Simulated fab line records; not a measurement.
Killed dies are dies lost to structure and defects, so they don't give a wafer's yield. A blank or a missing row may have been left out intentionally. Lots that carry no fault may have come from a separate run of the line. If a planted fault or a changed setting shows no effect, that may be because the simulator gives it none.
Struck lot and sound lot, side by side || flow sky130 || 16 out of 708 route steps
Sound: wafers L933.1, L933.3, L933.6. Struck: wafers L944.1, L944.3 (left out: L944.6, a lot-mate that was not struck); the cause follows at the end.
Order at every step that has rows: each side's tool, ch and its chambers, its first start. Under that, the readings that differ: sound wafers || struck wafers || difference of the means || sigmas: that difference in standard deviations of wafers without a fault.
alike: same words and numbers on both sides, and readings whose means sit less than 2 such deviations apart. not compared: any withheld reading, any reading some wafer has no value for, any bound like >300 that may hide the same value, and any number with overlapping values for which the record gives no deviation.
Wherever a step has rows on one side only, a row that says differs or no value, or a row with sigmas, the two part there. Numbers that have no deviation but don't overlap get no sigmas and don't part them. A reading that every wafer of one side lacks parts them only if that side has two wafers or more.

first, 2 steps without rows for these wafers: SKY_METAL4_PEB_11; SKY_METAL4_DEVELOP_12 (develop time 60 s).
SKY_METAL4_CD_MEAS_13: target cd 300 nm.
  sound on cd sem-01 at day 41 13:46; struck on cd sem-02 at day 44 23:45
  alike: cd nm
SKY_METAL4_OVL_MEAS_14:
  sound on overlay-02 at day 41 13:53; struck on overlay-01 at day 44 23:52
{"reading": "METAL4_OVL (nm)", "sound": "-2 2 3", "struck": "-11 -13", "difference": -13, "sigmas": -2}
SKY_METAL4_DESCUM_15: chemistry O2, time 8 s.
  sound on rie metal-02 ch 1, day 41 13:55; struck on rie metal-01 ch 1, day 44 23:55
{"reading": "drypump motor current A (A)", "sound": "5.3 5.3 5.3", "struck": "6.6 6.7", "difference": "+1.4", "sigmas": "+3"}
  alike: chamber pressure mTorr, oes product au
  not compared: rf hours counter h
SKY_METAL4_ETCH_16: etches BARC in N2/H2, stops on SiO2, time 88.2 s, target depth 60 nm.
  sound on rie metal-02 ch 1, day 41 13:57; struck on rie metal-01 ch 1, day 44 23:56
{"reading": "drypump motor current A (A)", "sound": "5.2 5.3 5.3", "struck": "6.7 6.7", "difference": "+1.4", "sigmas": "+3"}
{"reading": "n2 flow sccm (sccm)", "sound": "100.5 100.3 100.8", "struck": "100.1 99.7", "difference": -0.6, "sigmas": -2}
  alike: chamber pressure mTorr, oes product au, throttle valve pct
  not compared: rf hours counter h
SKY_METAL4_ETCH_17: etches SiO2 in C4F8/O2/Ar, stops on TiN, time 3.9 s, target depth 15 nm.
  sound on rie diel-01 ch 0,1,3, day 41 14:03; struck on rie diel-01 ch 0,1, day 45 00:02
  alike: chamber pressure mTorr, oes product au
  not compared: rf hours counter h
SKY_METAL4_METAL_ETCH_18: etches the open film in Cl2/BCl3, stops on SiO2, target depth 845 nm, time 183.1 s.
  sound on rie metal-01 ch 1, day 41 14:04; struck on rie metal-02 ch 0, day 45 00:04
  alike: chamber pressure mTorr, drypump motor current A, oes product au, throttle valve pct
  not compared: rf hours counter h
SKY_METAL4_STRIP_19: strips in O2/N2.
  sound on plasma asher-01 ch 0,1, day 41 14:25; struck on plasma asher-04 ch 0,1, day 45 00:14
  alike: chamber pressure mTorr, drypump motor current A, n2 flow sccm, oes product au, strip time to endpoint s
  not compared: rf hours counter h
then, 3 steps without rows for these wafers: SKY_METAL4_STRIP_20 (strips in post etch residue remover, time 1200 s); SKY_METAL4_CLEAN_21 (cleans in IPA, time 180 s); SKY_METAL4_CLEAN_22 (cleans in O3/DIW).
SKY_VIA4_HDPCVD_00: deposits SiO2, target thk 1750 nm, time 291.7 s.
  sound on hdpcvd-01 ch 0,1,2, day 41 15:22; struck on hdpcvd-02 ch 1,2, day 45 00:50
{"reading": "model.SiO2_of_VIA4_HDPCVD_00.thk nm (nm)", "sound": "1765 1779 1753", "struck": "1194 1220", "difference": -559, "sigmas": ""}
SKY_VIA4_THK_MEAS_01:
  sound on film metro-02 at day 41 15:32; struck on film metro-01 at day 45 01:01
{"reading": "VIA4_HDPCVD_THK (nm)", "sound": "1763 1777 1753", "struck": "1194 1219", "difference": -558, "sigmas": -33}
then, 1 step without rows for these wafers: SKY_VIA4_CMP_02 (polishes SiO2).
-- the record jumps here: 4 days lie between the struck wafers' starts before and after (it left off in module VIA4 and takes up again in module PAD_OPEN, whose first step shown is number 708 of the route) --
SKY_PAD_OPEN_PROBE_99:
  sound on prober-02 at day 45 15:40; struck on prober-02 at day 48 14:07
{"reading": "model.etest.tester.sort n pass", "sound": "408 403 404", "struck": "224 237", "difference": -174, "sigmas": ""}
{"reading": "model.etest.tester.sort yield pct (%)", "sound": "82.93 81.91 82.11", "struck": "45.53 48.17", "difference": -35.47, "sigmas": ""}
{"reading": "model.etest.tester.sort_bin_3_pct (%)", "sound": "0.4065 1.016 1.423", "struck": "40.24 33.33", "difference": "+35.84", "sigmas": ""}
{"reading": "model.etest.met5 comb.leak log10 a um", "sound": "-11.88 -11.82 -12.01", "struck": "-6.991 -7.157", "difference": "+4.829", "sigmas": ""}
{"reading": "model.etest.tester.sort_bin_8_pct (%)", "sound": "0 0 0", "struck": "1.378e-07 5.353e-07", "difference": "+3.365e-07", "sigmas": ""}
  alike: defect limited yield, killed_at_M0_to_M3, killed_at_M4_up, killed at contacts, killed at front end, killed at other, killed dies, killed open, killed short

WHERE THEY PART
Earliest at SKY_METAL4_OVL_MEAS_14; latest, in this record, at SKY_VIA4_THK_MEAS_01. Later steps at which nothing parts them and some readings are alike: SKY_PAD_OPEN_PROBE_99.

WHY: what had been put in by the simulator
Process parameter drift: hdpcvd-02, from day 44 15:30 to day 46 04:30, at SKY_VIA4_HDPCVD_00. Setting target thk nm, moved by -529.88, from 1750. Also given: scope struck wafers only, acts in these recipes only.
